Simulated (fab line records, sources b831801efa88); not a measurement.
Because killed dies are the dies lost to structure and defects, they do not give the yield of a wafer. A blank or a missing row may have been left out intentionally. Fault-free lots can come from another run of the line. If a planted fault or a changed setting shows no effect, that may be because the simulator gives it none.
fab line records + flow sky130
record
- lots=14
- wafers=42
- last-day=50
route steps=708 shown RES_XHIGH@360 LI_CONTACT@382
lots with no fault: from the same line, run without faults
start-h: start of the lot's first displayed wafer, in hours after the record's first day + wait-h: hours elapsed since this lot's preceding step + " the same as in the row above + L1.1+2: a single row standing in for several wafers + - no value, or no start was given + * or withheld: withheld + < > ~ a bound
route shown NAME@n: names a module that has steps shown in the file, with the first one's number in the route + usual: mean and standard deviation over wafers with no fault + same: alike in all rows + chamber/n: place in a boat + sites: readings site by site + _std_site: the standard deviation of these + _edge_site: the outer-site mean with the inner-site mean subtracted + radius-mm: how far each site lies from the wafer's centre + mask NAME#n: copy n + behind: the tool/chamber that last shaped the wafer + hold: cause of the lot's hold/its duration in hours/its outcome + device: whichever transistor did not switch (one of n, p or np) + end of line: the same wafers' tests at the end of the route + a step with no rows: only its recipe + killed: dies lost to structure and defects at the first sort, not the wafer's yield + map: a wafer's dies, x killed, . not, _ none there
set.NAME: the setting that was run; set.NAME@STEP: the one run at that earlier step + model.NAME: the simulator's own value behind a step, which no gauge read
the route's steps for a sample of lots (tables are steps, rows are wafers)
services: from which hour (start-h, from the record's first day; less than 0 if before it) a tool's chamber was out of use, for how many hours, and why
## steps
# step SKY_SD_N_RS_MEAS_18
# recipe
- thk-meas-gauge=four-point-probe
# usual
- RES_XHIGH_RS=333.4/1.3
| lot.wafer | tool          | chamber | start-h | wait-h | RES_XHIGH_RS[ohm/sq] |
|-----------|---------------|---------|---------|--------|----------------------|
| L454.4    | film-metro-04 | -       | 646.60  | 0.1    | 335.4                |
| L454.5    | "             | -       | "       | "      | 336.0                |
| L454.6    | "             | -       | "       | "      | 334.0                |
| L456.2    | film-metro-02 | -       | 658.31  | 0.1    | 334.0                |
| L456.3    | "             | -       | "       | "      | 334.0                |
| L456.6    | "             | -       | "       | "      | 334.3                |
| L455.1    | film-metro-03 | -       | 659.81  | 0.1    | 334.6                |
| L455.2    | "             | -       | "       | "      | 334.2                |
| L455.3    | "             | -       | "       | "      | 334.5                |
| L458.4    | film-metro-03 | -       | 686.27  | 0.1    | 333.1                |
| L458.5    | "             | -       | "       | "      | 332.8                |
| L458.6    | "             | -       | "       | "      | 332.3                |
| L457.2    | film-metro-03 | -       | 691.02  | 0.1    | 330.7                |
| L457.3    | "             | -       | "       | "      | 331.1                |
| L457.5    | "             | -       | "       | "      | 330.7                |
| L459.1    | film-metro-03 | -       | 696.77  | 0.1    | 333.8                |
| L459.2    | "             | -       | "       | "      | 332.2                |
| L459.5    | "             | -       | "       | "      | 334.2                |
| L461.2    | film-metro-02 | -       | 712.43  | 0.1    | 333.8                |
| L461.5    | "             | -       | "       | "      | 335.0                |
| L461.6    | "             | -       | "       | "      | 333.4                |
| L463.1    | film-metro-02 | -       | 726.10  | 0.1    | 334.6                |
| L463.5    | "             | -       | "       | "      | 333.8                |
| L463.6    | "             | -       | "       | "      | 334.9                |
| L464.2    | film-metro-02 | -       | 744.29  | 0.1    | 333.2                |
| L464.3    | "             | -       | "       | "      | 332.5                |
| L464.4    | "             | -       | "       | "      | 332.3                |
| L466.2    | film-metro-02 | -       | 749.94  | 0.1    | 335.9                |
| L466.3    | "             | -       | "       | "      | 335.7                |
| L466.6    | "             | -       | "       | "      | 335.9                |
| L471.2    | film-metro-04 | -       | 784.19  | 0.1    | 333.9                |
| L471.4    | "             | -       | "       | "      | 334.6                |
| L471.5    | "             | -       | "       | "      | 334.0                |
| L474.3    | film-metro-03 | -       | 803.82  | 0.1    | 333.1                |
| L474.4    | "             | -       | "       | "      | 332.6                |
| L474.5    | "             | -       | "       | "      | 331.9                |
| L475.3    | film-metro-03 | -       | 815.50  | 0.1    | 333.5                |
| L475.5    | "             | -       | "       | "      | 333.5                |
| L475.6    | "             | -       | "       | "      | 332.7                |
| L476.1    | film-metro-04 | -       | 835.11  | 0.1    | 333.2                |
| L476.3    | "             | -       | "       | "      | 333.0                |
| L476.5    | "             | -       | "       | "      | 332.8                |
# step SKY_LI_CONTACT_SPUTTER_20
# recipe
- material=TiN
- target-thk-nm=20
- chamber-pressure-pa=5
- power-w=4000
- time-s=80
# usual
- chamber-pressure-pa=4.999/0.01
- throttle-valve-pct=29.9/0.92
| lot.wafer | tool           | chamber | start-h | wait-h | chamber-pressure-pa | throttle-valve-pct |
|-----------|----------------|---------|---------|--------|---------------------|--------------------|
| L454.4    | pvd-sputter-01 | -       | 677.87  | 0.0    | 4.986               | 29.4               |
| L454.5    | "              | -       | "       | "      | 4.996               | 29.2               |
| L454.6    | "              | -       | "       | "      | 5.004               | 30.2               |
| L456.2    | pvd-sputter-02 | -       | 688.11  | 0.0    | 5.005               | 31.8               |
| L456.3    | "              | -       | "       | "      | 5.005               | 30.7               |
| L456.6    | "              | -       | "       | "      | 5.007               | 31.5               |
| L455.1    | pvd-sputter-03 | -       | 690.16  | 0.0    | 5.006               | 28.8               |
| L455.2    | "              | -       | "       | "      | 5.000               | 29.3               |
| L455.3    | "              | -       | "       | "      | 4.987               | 29.8               |
| L458.4    | pvd-sputter-02 | -       | 714.72  | 0.0    | 5.003               | 31.6               |
| L458.5    | "              | -       | "       | "      | 4.990               | 30.5               |
| L458.6    | "              | -       | "       | "      | 4.997               | 29.1               |
| L457.2    | pvd-sputter-02 | -       | 720.97  | 0.0    | 4.989               | 30.6               |
| L457.3    | "              | -       | "       | "      | 4.994               | 30.6               |
| L457.5    | "              | -       | "       | "      | 4.990               | 30.7               |
| L459.1    | pvd-sputter-01 | -       | 726.81  | 0.0    | 5.003               | 30.0               |
| L459.2    | "              | -       | "       | "      | 4.992               | 29.2               |
| L459.5    | "              | -       | "       | "      | 4.997               | 28.4               |
| L461.2    | pvd-sputter-03 | -       | 741.21  | 0.0    | 4.998               | 29.1               |
| L461.5    | "              | -       | "       | "      | 5.012               | 28.7               |
| L461.6    | "              | -       | "       | "      | 4.999               | 29.4               |
| L463.1    | pvd-sputter-02 | -       | 755.14  | 0.0    | 4.296               | 34.5               |
| L463.5    | "              | -       | "       | "      | 4.292               | 33.2               |
| L463.6    | "              | -       | "       | "      | 4.265               | 31.7               |
| L464.2    | pvd-sputter-02 | -       | 773.22  | 0.0    | 4.273               | 31.7               |
| L464.3    | "              | -       | "       | "      | 4.282               | 34.1               |
| L464.4    | "              | -       | "       | "      | 4.283               | 33.2               |
| L466.2    | pvd-sputter-03 | -       | 778.17  | 0.0    | 4.996               | 29.2               |
| L466.3    | "              | -       | "       | "      | 5.008               | 29.7               |
| L466.6    | "              | -       | "       | "      | 5.013               | 29.2               |
| L471.2    | pvd-sputter-01 | -       | 812.39  | 0.0    | 5.029               | 29.6               |
| L471.4    | "              | -       | "       | "      | 5.014               | 30.6               |
| L471.5    | "              | -       | "       | "      | 5.023               | 29.1               |
| L474.3    | pvd-sputter-03 | -       | 831.70  | 0.0    | 5.003               | 28.7               |
| L474.4    | "              | -       | "       | "      | 4.978               | 29.6               |
| L474.5    | "              | -       | "       | "      | 5.000               | 29.0               |
| L475.3    | pvd-sputter-03 | -       | 842.21  | 0.0    | 5.026               | 29.8               |
| L475.5    | "              | -       | "       | "      | 4.997               | 29.3               |
| L475.6    | "              | -       | "       | "      | 5.014               | 29.5               |
| L476.1    | pvd-sputter-02 | -       | 861.97  | 0.0    | 5.008               | 30.4               |
| L476.3    | "              | -       | "       | "      | 4.992               | 31.7               |
| L476.5    | "              | -       | "       | "      | 5.005               | 30.9               |
# step SKY_LI_CONTACT_RS_MEAS_22
# recipe
- thk-meas-gauge=four-point-probe
- reads=W_of_LI_CONTACT_CVD_21+TiN_of_LI_CONTACT_SPUTTER_20+Ti_of_LI_CONTACT_SPUTTER_19
# usual
- LI_CONTACT_W_RS=0.282/0.0036
| lot.wafer | tool          | chamber | start-h | wait-h | LI_CONTACT_W_RS[ohm/sq] |
|-----------|---------------|---------|---------|--------|-------------------------|
| L454.4    | film-metro-04 | -       | 678.11  | 0.1    | 0.281                   |
| L454.5    | "             | -       | "       | "      | 0.278                   |
| L454.6    | "             | -       | "       | "      | 0.285                   |
| L456.2    | film-metro-03 | -       | 688.32  | 0.1    | 0.281                   |
| L456.3    | "             | -       | "       | "      | 0.283                   |
| L456.6    | "             | -       | "       | "      | 0.287                   |
| L455.1    | film-metro-03 | -       | 690.35  | 0.1    | 0.284                   |
| L455.2    | "             | -       | "       | "      | 0.279                   |
| L455.3    | "             | -       | "       | "      | 0.280                   |
| L458.4    | film-metro-03 | -       | 714.96  | 0.1    | 0.280                   |
| L458.5    | "             | -       | "       | "      | 0.279                   |
| L458.6    | "             | -       | "       | "      | 0.285                   |
| L457.2    | film-metro-02 | -       | 721.17  | 0.1    | 0.281                   |
| L457.3    | "             | -       | "       | "      | 0.285                   |
| L457.5    | "             | -       | "       | "      | 0.284                   |
| L459.1    | film-metro-03 | -       | 727.00  | 0.1    | 0.275                   |
| L459.2    | "             | -       | "       | "      | 0.283                   |
| L459.5    | "             | -       | "       | "      | 0.275                   |
| L461.2    | film-metro-04 | -       | 741.42  | 0.1    | 0.286                   |
| L461.5    | "             | -       | "       | "      | 0.288                   |
| L461.6    | "             | -       | "       | "      | 0.283                   |
| L463.1    | film-metro-04 | -       | 755.32  | 0.1    | 0.280                   |
| L463.5    | "             | -       | "       | "      | 0.281                   |
| L463.6    | "             | -       | "       | "      | 0.275                   |
| L464.2    | film-metro-03 | -       | 773.44  | 0.1    | 0.287                   |
| L464.3    | "             | -       | "       | "      | 0.289                   |
| L464.4    | "             | -       | "       | "      | 0.284                   |
| L466.2    | film-metro-03 | -       | 778.38  | 0.1    | 0.281                   |
| L466.3    | "             | -       | "       | "      | 0.283                   |
| L466.6    | "             | -       | "       | "      | 0.281                   |
| L471.2    | film-metro-02 | -       | 812.60  | 0.1    | 0.285                   |
| L471.4    | "             | -       | "       | "      | 0.288                   |
| L471.5    | "             | -       | "       | "      | 0.285                   |
| L474.3    | film-metro-03 | -       | 831.93  | 0.1    | 0.282                   |
| L474.4    | "             | -       | "       | "      | 0.284                   |
| L474.5    | "             | -       | "       | "      | 0.282                   |
| L475.3    | film-metro-02 | -       | 842.44  | 0.1    | 0.283                   |
| L475.5    | "             | -       | "       | "      | 0.284                   |
| L475.6    | "             | -       | "       | "      | 0.283                   |
| L476.1    | film-metro-03 | -       | 862.16  | 0.1    | 0.284                   |
| L476.3    | "             | -       | "       | "      | 0.284                   |
| L476.5    | "             | -       | "       | "      | 0.287                   |
# step SKY_LI_CONTACT_CMP_24
# recipe
- stop-on=PSG
- t-overpolish-s=20
- down-force-psi=3.5
- platen-rpm=60
- target-thk-nm=0
- pad-velocity-m-s=0.94248
# usual
- motor-current-A=10.7/0.98
| lot.wafer | tool   | chamber | start-h | wait-h | motor-current-A |
|-----------|--------|---------|---------|--------|-----------------|
| L454.4    | cmp-01 | 2       | 678.28  | 0.1    | 11.7            |
| L454.6    | "      | 1       | "       | "      | 12.0            |
| L454.5    | "      | 2       | "       | "      | 11.5            |
| L456.2    | cmp-02 | 1       | 688.53  | 0.1    | 10.9            |
| L456.3    | "      | 3       | "       | "      | 9.9             |
| L456.6    | "      | 1       | "       | "      | 10.9            |
| L455.3    | cmp-01 | 0       | 690.53  | 0.0    | 10.5            |
| L455.2    | "      | 1       | "       | "      | 11.7            |
| L455.1    | "      | 3       | "       | "      | 11.7            |
| L458.4    | cmp-02 | 3       | 715.08  | 0.0    | 9.6             |
| L458.5    | "      | 3       | "       | "      | 9.4             |
| L458.6    | "      | 0       | "       | "      | 11.0            |
| L457.3    | cmp-02 | 1       | 721.33  | 0.0    | 11.3            |
| L457.2    | "      | 3       | "       | "      | 9.8             |
| L457.5    | "      | 2       | "       | "      | 9.2             |
| L459.2    | cmp-01 | 2       | 727.18  | 0.0    | 11.2            |
| L459.1    | "      | 3       | "       | "      | 11.0            |
| L459.5    | "      | 2       | "       | "      | 11.6            |
| L461.2    | cmp-02 | 3       | 741.73  | 0.2    | 9.8             |
| L461.6    | "      | 0       | "       | "      | 10.9            |
| L461.5    | "      | 1       | "       | "      | 11.5            |
| L463.1    | cmp-01 | 1       | 755.60  | 0.1    | 11.6            |
| L463.5    | "      | 3       | "       | "      | 11.2            |
| L463.6    | "      | 0       | "       | "      | 10.5            |
| L464.3    | cmp-01 | 2       | 773.60  | 0.0    | 11.3            |
| L464.2    | "      | 3       | "       | "      | 11.4            |
| L464.4    | "      | 0       | "       | "      | 10.4            |
| L466.2    | cmp-02 | 0       | 778.59  | 0.1    | 11.3            |
| L466.3    | "      | 2       | "       | "      | 8.9             |
| L466.6    | "      | 3       | "       | "      | 9.9             |
| L471.4    | cmp-02 | 1       | 812.76  | 0.0    | 11.0            |
| L471.2    | "      | 0       | "       | "      | 11.2            |
| L471.5    | "      | 1       | "       | "      | 11.3            |
| L474.3    | cmp-02 | 3       | 832.12  | 0.1    | 9.9             |
| L474.4    | "      | 1       | "       | "      | 11.2            |
| L474.5    | "      | 2       | "       | "      | 8.6             |
| L475.3    | cmp-02 | 1       | 842.68  | 0.1    | 11.4            |
| L475.5    | "      | 3       | "       | "      | 10.1            |
| L475.6    | "      | 0       | "       | "      | 11.2            |
| L476.3    | cmp-01 | 1       | 862.39  | 0.1    | 11.8            |
| L476.1    | "      | 3       | "       | "      | 11.1            |
| L476.5    | "      | 0       | "       | "      | 10.6            |
## services
| tool           | chamber | start-h | hours | kind                           |
|----------------|---------|---------|-------|--------------------------------|
| pvd-sputter-02 | -       | 668.50  | 1.5   | repair                         |
| pvd-sputter-01 | -       | 683.49  | 41.3  | repair                         |
| pvd-sputter-02 | -       | 684.50  | 3.2   | repair                         |
| pvd-sputter-01 | -       | 689.97  | 2.7   | repair                         |
| pvd-sputter-03 | -       | 707.51  | 0.6   | repair                         |
| cmp-02         | -       | 744.27  | 4.0   | pm                             |
| pvd-sputter-02 | -       | 748.00  | 1.4   | repair                         |
| cmp-01         | -       | 748.09  | 0.5   | repair                         |
| cmp-02         | -       | 748.27  | -     | consumable-replace:conditioner |
| cmp-02         | -       | 748.27  | -     | consumable-replace:pad         |
| cmp-01         | -       | 806.23  | 4.0   | pm                             |
| cmp-02         | -       | 814.81  | 1.1   | repair                         |
| cmp-02         | -       | 817.89  | 4.6   | pm                             |
| cmp-02         | -       | 827.11  | 2.0   | repair                         |
| cmp-01         | -       | 827.75  | 5.2   | repair                         |
## key
first-sign
- step=SKY_LI_CONTACT_SPUTTER_20
- reading=chamber-pressure-pa
- direction=down
- sigmas=69
- usual=4.999
- struck=4.282
effect
- step=SKY_LI_CONTACT_SPUTTER_20
- reading=throttle-valve-pct
- direction=up
- sigmas=3.5
- usual=29.9
- struck=33.1
met-at SKY_LI_CONTACT_SPUTTER_20
struck-lots L463,L464
tester-left-out L463,L464
not-acting-at SKY_SD_N_RS_MEAS_18,SKY_LI_CONTACT_RS_MEAS_22,SKY_LI_CONTACT_CMP_24
onset-between 720.97 755.14
fault
- kind=process-parameter-drift
- tool=pvd-sputter-02
- chamber=-
- onset-h=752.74
- steps=SKY_LI_CONTACT_SPUTTER_20
- channel=chamber-pressure-pa
- offset=-0.72014
- shape=step
- end-h=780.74
- acts-in=these-recipes-only
- stated=5
# tester-left-out: of these lots the tester's yield and bins aren't shown, on N5 and GAA mostly nor the transistor test; their killed dies are dies lost to structure and defects alone, not to doping, threshold or leakage, so they don't give the yield
